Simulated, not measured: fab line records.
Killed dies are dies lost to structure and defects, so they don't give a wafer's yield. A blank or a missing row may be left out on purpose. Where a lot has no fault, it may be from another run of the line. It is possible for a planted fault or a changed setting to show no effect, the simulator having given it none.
fab line records    flow sky130
record: lots: 13  wafers: 39  last_day: 50
route steps=708 shown SONOS_ONO@173 RES_PROTECT@215 POLY_GATE@218 LDD_P@261
lots untouched by any fault: they come from a run of this same line in which no faults occurred
start_h: hours from the record's first day to the start of the lot's first wafer shown    wait_h: hours elapsed since this lot's preceding step    " unchanged from the row above    L1.1+2: one row covering several wafers at once    - value missing, or start not given    * or withheld: withheld    < > ~ a bound
route shown NAME@n: NAME is a module with steps in the file, n the number in the route of the first one    usual: mean/standard deviation taken from wafers without a fault    same: alike in all rows    chamber/n: place in a boat    sites: each site's reading    _std_site: standard deviation across them    _edge_site: outer sites' mean less inner sites'    radius_mm: for every site, how far away it sits from the centre of the wafer    mask NAME#n: copy n    behind: the most recent tool/chamber to have shaped the wafer    hold: what put the lot on hold/how long, in hours/how the hold closed    device: transistor that didn't switch, given as n, p or np    end of line: at the end of the route, the tests of the same wafers    step lacking rows: just its recipe    killed: dies that structure and defects cost at the first sort, which is not the same as the wafer's yield    map: the dies of a wafer, with x for killed, . for not killed, _ for no die there
set.NAME: the setting as run; set.NAME@STEP: as run at that earlier step    model.NAME: the simulator's own value behind a step, which no gauge read
a sample of lots followed through the steps of the route, with each step as a table and each wafer as a row
services: a tool's chamber out of use, with start hour (start_h, from the record's first day; less than 0 if before it), hours out, and reason
== steps ==
step: SKY_SONOS_ONO_THK_MEAS_05
recipe: reads: SiO2_of_SONOS_ONO_CVD_04
usual: SONOS_ONO_CVD_04_THK: 5.70/0.09
lot.wafer  tool           chamber  start_h  wait_h  SONOS_ONO_CVD_04_THK[nm]
L186.1     film_metro-03  -        253.96   0.0     5.62
L186.4     "              -        "        "       5.59
L186.6     "              -        "        "       5.56
L187.1     film_metro-03  -        263.22   0.0     5.72
L187.2     "              -        "        "       5.79
L187.6     "              -        "        "       5.71
L188.3     film_metro-01  -        274.41   0.0     5.64
L188.5     "              -        "        "       5.73
L188.6     "              -        "        "       5.58
L189.3     film_metro-03  -        284.77   0.0     5.58
L189.4     "              -        "        "       5.68
L189.5     "              -        "        "       5.76
L191.1     film_metro-01  -        303.28   0.0     5.76
L191.2     "              -        "        "       5.77
L191.3     "              -        "        "       5.76
L192.3     film_metro-02  -        304.87   0.0     5.73
L192.5     "              -        "        "       5.68
L192.6     "              -        "        "       5.66
L193.1     film_metro-03  -        310.73   0.0     5.81
L193.2     "              -        "        "       5.78
L193.5     "              -        "        "       5.80
L195.3     film_metro-01  -        328.67   0.0     5.81
L195.4     "              -        "        "       5.72
L195.5     "              -        "        "       5.92
L196.2     film_metro-02  -        342.05   0.0     5.76
L196.3     "              -        "        "       5.77
L196.4     "              -        "        "       5.80
L206.2     film_metro-01  -        420.88   0.0     5.66
L206.3     "              -        "        "       5.74
L206.4     "              -        "        "       5.66
L207.4     film_metro-03  -        423.35   0.0     5.66
L207.5     "              -        "        "       5.65
L207.6     "              -        "        "       5.73
L208.1     film_metro-01  -        428.15   0.0     5.64
L208.3     "              -        "        "       5.70
L208.5     "              -        "        "       5.68
L209.1     film_metro-03  -        441.22   0.0     5.66
L209.2     "              -        "        "       5.72
L209.5     "              -        "        "       5.66
step: SKY_RES_PROTECT_TW_MEAS_08
usual: POLY_GATE_TW: 4027/45
lot.wafer  tool           chamber  start_h  wait_h  POLY_GATE_TW
L186.1     film_metro-02  -        336.43   0.1     3981
L186.4     "              -        "        "       3991
L186.6     "              -        "        "       3975
L187.1     film_metro-01  -        347.24   0.1     4068
L187.2     "              -        "        "       4073
L187.6     "              -        "        "       4070
L188.3     film_metro-02  -        357.12   0.1     4003
L188.5     "              -        "        "       3977
L188.6     "              -        "        "       3984
L189.3     film_metro-01  -        370.61   0.1     4092
L189.4     "              -        "        "       4072
L189.5     "              -        "        "       4067
L191.1     film_metro-04  -        389.95   0.1     4014
L191.2     "              -        "        "       3992
L191.3     "              -        "        "       3996
L192.3     film_metro-02  -        392.76   0.1     4031
L192.5     "              -        "        "       4018
L192.6     "              -        "        "       4003
L193.1     film_metro-04  -        400.84   0.1     3982
L193.2     "              -        "        "       3973
L193.5     "              -        "        "       3983
L195.3     film_metro-02  -        421.38   0.1     3996
L195.4     "              -        "        "       3995
L195.5     "              -        "        "       4005
L196.2     film_metro-04  -        436.77   0.1     4010
L196.3     "              -        "        "       4006
L196.4     "              -        "        "       4018
L206.2     film_metro-01  -        518.41   0.1     4102
L206.3     "              -        "        "       4100
L206.4     "              -        "        "       4069
L207.4     film_metro-02  -        519.14   0.1     4020
L207.5     "              -        "        "       4024
L207.6     "              -        "        "       4011
L208.1     film_metro-02  -        524.95   0.1     3991
L208.3     "              -        "        "       3985
L208.5     "              -        "        "       3986
L209.1     film_metro-01  -        540.54   0.1     4049
L209.2     "              -        "        "       4079
L209.5     "              -        "        "       4090
step: SKY_POLY_GATE_THK_MEAS_04
recipe: reads: Si3N4_of_POLY_GATE_CVD_03
usual: POLY_GATE_CVD_03_THK: 74.9/0.82
lot.wafer  tool           chamber  start_h  wait_h  POLY_GATE_CVD_03_THK[nm]
L186.1     film_metro-02  -        337.89   0.0     77.1
L186.4     "              -        "        "       76.6
L186.6     "              -        "        "       77.0
L187.1     film_metro-04  -        349.08   0.0     74.3
L187.2     "              -        "        "       73.9
L187.6     "              -        "        "       74.2
L188.3     film_metro-03  -        362.24   0.0     74.3
L188.5     "              -        "        "       74.5
L188.6     "              -        "        "       74.2
L189.3     film_metro-03  -        372.11   0.0     74.6
L189.4     "              -        "        "       74.5
L189.5     "              -        "        "       74.7
L191.1     film_metro-04  -        392.26   0.0     74.9
L191.2     "              -        "        "       75.4
L191.3     "              -        "        "       75.1
L192.3     film_metro-02  -        396.63   0.0     74.8
L192.5     "              -        "        "       74.8
L192.6     "              -        "        "       74.9
L193.1     film_metro-03  -        403.35   0.0     74.8
L193.2     "              -        "        "       73.9
L193.5     "              -        "        "       73.9
L195.3     film_metro-02  -        423.39   0.0     75.3
L195.4     "              -        "        "       75.5
L195.5     "              -        "        "       75.1
L196.2     film_metro-02  -        438.87   0.0     73.2
L196.3     "              -        "        "       74.2
L196.4     "              -        "        "       73.4
L206.2     film_metro-04  -        519.88   0.0     74.6
L206.3     "              -        "        "       74.1
L206.4     "              -        "        "       74.0
L207.4     film_metro-04  -        521.26   0.0     75.5
L207.5     "              -        "        "       75.4
L207.6     "              -        "        "       75.4
L208.1     film_metro-02  -        527.10   0.0     75.2
L208.3     "              -        "        "       75.4
L208.5     "              -        "        "       75.3
L209.1     film_metro-04  -        542.83   0.0     75.9
L209.2     "              -        "        "       75.5
L209.5     "              -        "        "       75.5
step: SKY_LDD_P_DEVELOP_06
recipe: resist: NOVOLAK  developer: TMAH  develop_time_s: 60  dev_temp_c: 23
usual: exhaust_pa: 45.1/0.85
lot.wafer  tool            chamber  start_h  wait_h  exhaust_pa
L186.1     litho_track-02  0        426.93   0.1     43.9
L186.4     "               0        "        "       45.3
L186.6     "               0        "        "       44.7
L187.1     litho_track-02  0        439.78   0.1     46.5
L187.2     "               0        "        "       45.9
L187.6     "               0        "        "       45.9
L188.3     litho_track-02  0        456.03   0.1     45.4
L188.5     "               0        "        "       47.1
L188.6     "               0        "        "       45.4
L189.3     litho_track-03  0        468.05   0.1     43.1
L189.4     "               0        "        "       44.9
L189.5     "               0        "        "       44.6
L191.1     litho_track-01  0        486.09   0.1     45.2
L191.2     "               0        "        "       44.8
L191.3     "               0        "        "       45.0
L192.3     litho_track-03  0        491.85   0.1     43.9
L192.5     "               0        "        "       44.2
L192.6     "               0        "        "       44.9
L193.1     litho_track-02  0        497.98   0.1     46.3
L193.2     "               0        "        "       45.8
L193.5     "               0        "        "       45.8
L195.3     litho_track-02  0        517.78   0.1     44.6
L195.4     "               0        "        "       44.1
L195.5     "               0        "        "       44.4
L196.2     litho_track-02  0        533.45   0.1     44.9
L196.3     "               0        "        "       44.0
L196.4     "               0        "        "       44.9
L206.2     litho_track-02  0        611.75   0.1     44.3
L206.3     "               0        "        "       44.9
L206.4     "               0        "        "       45.9
L207.4     litho_track-02  0        613.80   0.1     45.4
L207.5     "               0        "        "       44.9
L207.6     "               0        "        "       45.9
L208.1     litho_track-01  0        617.79   0.1     44.1
L208.3     "               0        "        "       44.5
L208.5     "               0        "        "       44.6
L209.1     litho_track-03  0        635.00   0.1     44.1
L209.2     "               0        "        "       45.4
L209.5     "               0        "        "       44.8
step: SKY_LDD_P_CD_MEAS_07
recipe: target_cd_nm: 380
usual: cd_nm: 379.4/2.5
lot.wafer  tool       chamber  start_h  wait_h  cd_nm
L186.1     cd_sem-02  -        427.08   0.1     380.6
L186.4     "          -        "        "       378.2
L186.6     "          -        "        "       380.6
L187.1     cd_sem-01  -        439.93   0.1     379.5
L187.2     "          -        "        "       379.5
L187.6     "          -        "        "       380.1
L188.3     cd_sem-02  -        456.17   0.1     379.6
L188.5     "          -        "        "       377.8
L188.6     "          -        "        "       378.7
L189.3     cd_sem-01  -        468.19   0.1     378.3
L189.4     "          -        "        "       379.6
L189.5     "          -        "        "       377.5
L191.1     cd_sem-01  -        486.24   0.1     383.0
L191.2     "          -        "        "       383.5
L191.3     "          -        "        "       383.1
L192.3     cd_sem-01  -        491.99   0.1     379.0
L192.5     "          -        "        "       379.3
L192.6     "          -        "        "       379.3
L193.1     cd_sem-01  -        498.13   0.1     381.0
L193.2     "          -        "        "       380.7
L193.5     "          -        "        "       379.7
L195.3     cd_sem-01  -        517.92   0.1     409.6
L195.4     "          -        "        "       383.9
L195.5     "          -        "        "       382.6
L196.2     cd_sem-01  -        533.60   0.1     402.2
L196.3     "          -        "        "       402.8
L196.4     "          -        "        "       374.1
L206.2     cd_sem-02  -        611.90   0.1     381.5
L206.3     "          -        "        "       379.8
L206.4     "          -        "        "       379.6
L207.4     cd_sem-02  -        613.94   0.1     377.4
L207.5     "          -        "        "       376.4
L207.6     "          -        "        "       378.5
L208.1     cd_sem-02  -        618.00   0.2     378.1
L208.3     "          -        "        "       379.6
L208.5     "          -        "        "       379.7
L209.1     cd_sem-01  -        635.15   0.1     379.4
L209.2     "          -        "        "       378.1
L209.5     "          -        "        "       379.9
== services ==
tool            chamber  start_h  hours  kind
litho_track-03  -        483.10   -      consumable_replace:filter
== key ==
first_sign: step: SKY_LDD_P_CD_MEAS_07  reading: cd_nm  direction: up  sigmas: 10  usual: 379.4  struck: 404.8
effect none on later readings
met_at SKY_LDD_P_DEVELOP_06
struck_lots L195,L196
struck_wafers L195.3,L196.2,L196.3
tester_left_out L195,L196
not_acting_at SKY_SONOS_ONO_THK_MEAS_05,SKY_RES_PROTECT_TW_MEAS_08,SKY_POLY_GATE_THK_MEAS_04
onset_between 497.98 517.78
fault: kind: process_parameter_drift  tool: litho_track-02  chamber: -  onset_h: 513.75  steps: SKY_LDD_P_DEVELOP_06  channel: develop_time_s  offset: *  shape: step  end_h: 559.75  scope: struck_wafers_only  acts_in: *  stated: *
tester_left_out: of these lots the tester's yield and bins aren't shown, on N5 and GAA mostly nor the transistor test; their killed dies are dies lost to structure and defects alone, not to doping, threshold or leakage, so they don't give the yield
